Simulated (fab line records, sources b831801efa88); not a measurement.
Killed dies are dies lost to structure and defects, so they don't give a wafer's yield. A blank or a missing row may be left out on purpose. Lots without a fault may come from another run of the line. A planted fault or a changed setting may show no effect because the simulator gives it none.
Which tool did it? | flow sky130 | 12 lots, 36 wafers sampled, at 5 steps of a route of 708

WHAT THE GAUGES READ, wafer by wafer
SKY_VT_ADJUST_PCH_OVL_MEAS_07.
lot  | measured     | on         | VT_ADJUST_PCH_OVL (nm)
L582 | day 11 16:22 | overlay-02 | -3.8 -3.4 -3.2
L584 | day 12 04:09 | overlay-02 | -0.9 -2.4 -1.9
L586 | day 12 18:21 | overlay-01 | 3.1 2.0 2.5
L587 | day 13 02:06 | overlay-01 | -1.1 -0.6 -1.0
L588 | day 13 09:51 | overlay-02 | -2.1 -1.9 -2.3
L589 | day 13 12:45 | overlay-01 | 0.7 1.2 0.1
L590 | day 13 21:39 | overlay-02 | -0.7 0.4 -1.4
L591 | day 14 03:10 | overlay-01 | -0.2 0.0 -0.5
L597 | day 16 03:25 | overlay-02 | -1.9 -2.9 -2.1
L601 | day 17 19:48 | overlay-02 | -0.1 -0.9 -1.4
L602 | day 18 00:06 | overlay-02 | -0.3 -1.1 -0.8
L603 | day 18 04:04 | overlay-01 | 1.4 2.2 1.1

SKY_VT_ADJUST_PCH_TW_MEAS_10.
lot  | measured     | on            | VT_ADJUST_PCH_TW
L582 | day 11 16:39 | film_metro-04 | 142.8 143.0 143.4
L584 | day 12 04:26 | film_metro-02 | 143.9 144.3 143.7
L586 | day 12 18:38 | film_metro-04 | 143.4 142.5 144.1
L587 | day 13 02:23 | film_metro-03 | 141.4 141.5 140.5
L588 | day 13 10:08 | film_metro-03 | 140.4 140.2 141.0
L589 | day 13 13:02 | film_metro-02 | 144.7 143.6 143.9
L590 | day 13 21:56 | film_metro-02 | 144.9 144.0 144.0
L591 | day 14 03:47 | film_metro-04 | 172.4 171.4 173.3
L597 | day 16 04:01 | film_metro-04 | 173.3 172.9 174.4
L601 | day 17 20:05 | film_metro-04 | 145.5 143.6 144.6
L602 | day 18 00:23 | film_metro-04 | 143.9 143.2 144.5
L603 | day 18 04:22 | film_metro-02 | 144.4 143.9 144.6

SKY_LI_CONTACT_BOW_MEAS_03.
lot  | measured     | on            | LI_CONTACT_BOW (um)
L582 | day 29 19:15 | film_metro-04 | 55 68 61
L584 | day 30 05:50 | film_metro-03 | 58 43 51
L586 | day 30 23:16 | film_metro-04 | 55 67 62
L587 | day 31 07:26 | film_metro-03 | 67 58 56
L588 | day 31 11:08 | film_metro-02 | 55 50 52
L589 | day 31 13:36 | film_metro-03 | 47 41 58
L590 | day 31 23:55 | film_metro-04 | 56 56 63
L591 | day 32 08:34 | film_metro-02 | 53 47 48
L597 | day 34 07:10 | film_metro-03 | 52 48 51
L601 | day 35 17:40 | film_metro-03 | 45 57 60
L602 | day 35 20:11 | film_metro-02 | 66 55 55
L603 | day 36 01:26 | film_metro-03 | 50 67 44

WHICH TOOL RAN EACH LOT (tool, then ch and the chambers of the sampled wafers, then the start)
lot  | SKY_VT_ADJUST_PCH_IMPLANT_08    | SKY_RES_XHIGH_STRIP_08
L582 | implanter-01 ch 0, day 11 16:25 | plasma_asher-04 ch 0,1, day 28 12:56
L584 | implanter-02 ch 0, day 12 04:13 | plasma_asher-04 ch 0,1, day 28 23:39
L586 | implanter-03 ch 0, day 12 18:23 | plasma_asher-01 ch 0,1, day 29 18:18
L587 | implanter-01 ch 0, day 13 02:08 | plasma_asher-03 ch 0,1, day 30 02:12
L588 | implanter-01 ch 0, day 13 09:53 | plasma_asher-03 ch 0, day 30 05:11
L589 | implanter-01 ch 0, day 13 12:49 | plasma_asher-03 ch 1, day 30 08:27
L590 | implanter-03 ch 0, day 13 21:41 | plasma_asher-03 ch 0,1, day 30 17:50
L591 | implanter-03 ch 0, day 14 03:16 | plasma_asher-03 ch 0,1, day 31 02:55
L597 | implanter-01 ch 0, day 16 03:29 | plasma_asher-04 ch 0,1, day 33 02:04
L601 | implanter-01 ch 0, day 17 19:50 | plasma_asher-04 ch 0,1, day 34 13:39
L602 | implanter-03 ch 0, day 18 00:10 | plasma_asher-01 ch 0,1, day 34 15:36
L603 | implanter-01 ch 0, day 18 04:10 | plasma_asher-01 ch 0,1, day 34 21:26
- SKY_VT_ADJUST_PCH_IMPLANT_08
- SKY_RES_XHIGH_STRIP_08: strips in O2/N2.

WHAT THE TOOLS THEMSELVES READ (means of the sampled wafers that have a number; where no wafer has one, the mark that the record gives instead)
SKY_VT_ADJUST_PCH_IMPLANT_08.
lot  | tool         | beam_on_s (s)
L582 | implanter-01 | 10.11
L584 | implanter-02 | 9.90
L586 | implanter-03 | 9.83
L587 | implanter-01 | 10.09
L588 | implanter-01 | 9.65
L589 | implanter-01 | 9.85
L590 | implanter-03 | 9.97
L591 | implanter-03 | 9.98
L597 | implanter-01 | 9.99
L601 | implanter-01 | 10.18
L602 | implanter-03 | 10.09
L603 | implanter-01 | 9.90

SKY_RES_XHIGH_STRIP_08.
lot  | tool            | drypump_motor_current_A (A) | oes_product_au (a.u.) | strip_time_to_endpoint_s (s)
L582 | plasma_asher-04 | 5.8                         | 0.718                 | 14.24
L584 | plasma_asher-04 | 6.0                         | 0.710                 | 14.25
L586 | plasma_asher-01 | 5.5                         | 0.710                 | 14.22
L587 | plasma_asher-03 | 5.7                         | 0.712                 | 14.25
L588 | plasma_asher-03 | 5.7                         | 0.709                 | 14.24
L589 | plasma_asher-03 | 5.6                         | 0.707                 | 14.27
L590 | plasma_asher-03 | 5.6                         | 0.712                 | 14.22
L591 | plasma_asher-03 | 5.6                         | 0.715                 | 14.23
L597 | plasma_asher-04 | 5.9                         | 0.713                 | 14.30
L601 | plasma_asher-04 | 5.9                         | 0.711                 | 14.29
L602 | plasma_asher-01 | 5.5                         | 0.713                 | 14.15
L603 | plasma_asher-01 | 5.2                         | 0.711                 | 14.23

THE ANSWER, worked out from the rows above alone
Rule: what is usual is taken from the lots themselves. Put in order of their means at a reading, lots are off if they are a third of the lots or fewer, leave a main group of 4 or more, and stand apart from it by a gap of 3 or more times the standard deviation of the main group's means; of several such gaps the widest counts. A main group whose means are all the same, to the digits that the tables above print for the reading, isn't used. A lot without any number at a reading at which 4 lots or more have one is off too. The other lots that the step has rows for count as sound. The gauges are gone through in route order, then the tools' own readings, and for those a lot's mean is taken as printed above. The first step at which some lot is off is used, and at that step the reading that is off furthest; a lot without a number counts as furthest.
Off: L591, L597, at SKY_VT_ADJUST_PCH_TW_MEAS_10 (VT_ADJUST_PCH_TW). The main group: mean 143.3, standard deviation 1.3.
A tool fits if, at a process step before that reading, it ran every lot that is off, and no sound lot after the first of them. The gauges at SKY_VT_ADJUST_PCH_TW_MEAS_10 are tried like those tools. None of those tried fits.

WHAT THE SIMULATOR HAD PUT IN
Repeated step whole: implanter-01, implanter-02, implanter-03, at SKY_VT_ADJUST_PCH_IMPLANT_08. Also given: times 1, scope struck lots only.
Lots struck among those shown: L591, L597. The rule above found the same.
